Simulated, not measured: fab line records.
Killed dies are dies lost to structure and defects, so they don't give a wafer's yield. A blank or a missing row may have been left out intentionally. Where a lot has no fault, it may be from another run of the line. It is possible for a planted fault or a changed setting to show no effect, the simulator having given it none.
Which tool is to blame? -- flow sky130 -- 14 lots with 42 wafers sampled at 2 steps, on a route of 708 steps

WHAT EACH GAUGE READ, for each wafer
SKY_VIA3_THK_MEAS_01.
lot,measured,on,VIA3_HDPCVD_THK (nm)
L262,day 38 14:41,film metro-02,1623 1661 1624
L263,day 39 06:47,film metro-01,1628 1637 1629
L265,day 39 20:08,film metro-04,1617 1621 1647
L264,day 40 01:13,film metro-02,1637 1652 1629
L266,day 40 08:32,film metro-01,1633 1615 1627
L267,day 40 11:15,film metro-04,1629 1641 1621
L269,day 40 16:28,film metro-01,1628 1647 1635
L268,day 40 19:50,film metro-04,1644 1635 1650
L270,day 41 07:04,film metro-02,1978 1968 1993
L271,day 41 14:02,film metro-04,1971 1968 1979
L272,day 42 00:04,film metro-04,1970 1941 1977
L278,day 43 09:49,film metro-01,1638 1606 1632
L281,day 44 02:42,film metro-02,1645 1613 1634
L285,day 45 05:58,film metro-01,1599 1616 1607

WHAT TOOL EACH LOT RAN ON (gives the tool, then ch and the chambers of the sampled wafers, and finally the start)
lot,SKY_VIA3_HDPCVD_00
L262,"hdpcvd-01 ch 0,1,2, day 38 14:29"
L263,"hdpcvd-02 ch 1,2, day 39 06:37"
L265,"hdpcvd-02 ch 0,1, day 39 19:57"
L264,"hdpcvd-01 ch 0,2, day 40 01:03"
L266,"hdpcvd-01 ch 0,2, day 40 08:22"
L267,"hdpcvd-02 ch 1,2, day 40 11:04"
L269,"hdpcvd-01 ch 0,2, day 40 16:17"
L268,"hdpcvd-01 ch 0,2, day 40 19:39"
L270,"hdpcvd-01 ch 0,1,2, day 41 06:56"
L271,"hdpcvd-01 ch 1,2, day 41 13:52"
L272,"hdpcvd-01 ch 0,1,2, day 41 23:54"
L278,"hdpcvd-02 ch 0,2, day 43 09:38"
L281,"hdpcvd-02 ch 0,2, day 44 02:32"
L285,"hdpcvd-02 ch 0,1,2, day 45 05:50"
- SKY_VIA3_HDPCVD_00: deposits SiO2, target thk 1635 nm, time 272.5 s.

AS READ BY THE TOOLS THEMSELVES (means over the sampled wafers that have a number; for cases with no such wafer, the mark the record gives instead)
SKY_VIA3_HDPCVD_00.
lot,tool,sih4 flow sccm (sccm)
L262,hdpcvd-01,60.07
L263,hdpcvd-02,60.01
L265,hdpcvd-02,60.06
L264,hdpcvd-01,60.01
L266,hdpcvd-01,59.96
L267,hdpcvd-02,59.98
L269,hdpcvd-01,59.99
L268,hdpcvd-01,59.93
L270,hdpcvd-01,72.06
L271,hdpcvd-01,71.84
L272,hdpcvd-01,71.95
L278,hdpcvd-02,59.87
L281,hdpcvd-02,59.99
L285,hdpcvd-02,60.03

THE ANSWER, worked out from the rows above alone
Rule: the usual values come from the lots themselves. The widest of any qualifying gaps counts: lots, ordered by their means at a reading, are off when they make up no more than a third of the lots, leave a main group of 4 or more, and stand apart from it by 3 or more times the standard deviation of that group's means. A main group is skipped when, at the precision printed for the reading in the tables above, its means are all equal. A lot without any number at a reading at which 4 lots or more have one is off too. Where the step has rows for the other lots, those lots are counted as sound. First the gauges in route order, then the tools' own readings, where a lot's mean is used as printed above. At the first step where some lot is off, the reading lying furthest off is the one used; lots without a number count as furthest.
Off: L270, L271, L272, seen at SKY_VIA3_THK_MEAS_01 (VIA3_HDPCVD_THK). The main group: mean 1630 nm, standard deviation 9.1.
If a tool, at a process step before that reading, ran all the lots that are off and no sound lot after the first of them, it fits. The gauges at SKY_VIA3_THK_MEAS_01 aren't tried: what is off there is off at SKY_VIA3_HDPCVD_00 too, on other tools, and a gauge's error can't cause that. One candidate fits, namely hdpcvd-01 at SKY_VIA3_HDPCVD_00. Its last sound lot is L268 (day 40 19:39), its first lot that is off L270 (day 41 06:56): a fault that began between those two fits.
On the lots that are off, the tool's own readings at SKY_VIA3_HDPCVD_00 differ by more than 5 times the standard deviation of the sound lots' means, which bears it out; sih4 flow sccm reads 71.95 sccm there versus 59.99 sccm on the sound lots.

WHAT THE SIMULATOR HAD PUT IN
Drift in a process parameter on hdpcvd-01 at SKY_VIA3_HDPCVD_00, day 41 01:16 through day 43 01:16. Setting sih4 flow sccm, moved by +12, from 60. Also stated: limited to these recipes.
Struck lots among those shown: L270, L271, L272. The rule given above showed the same thing.
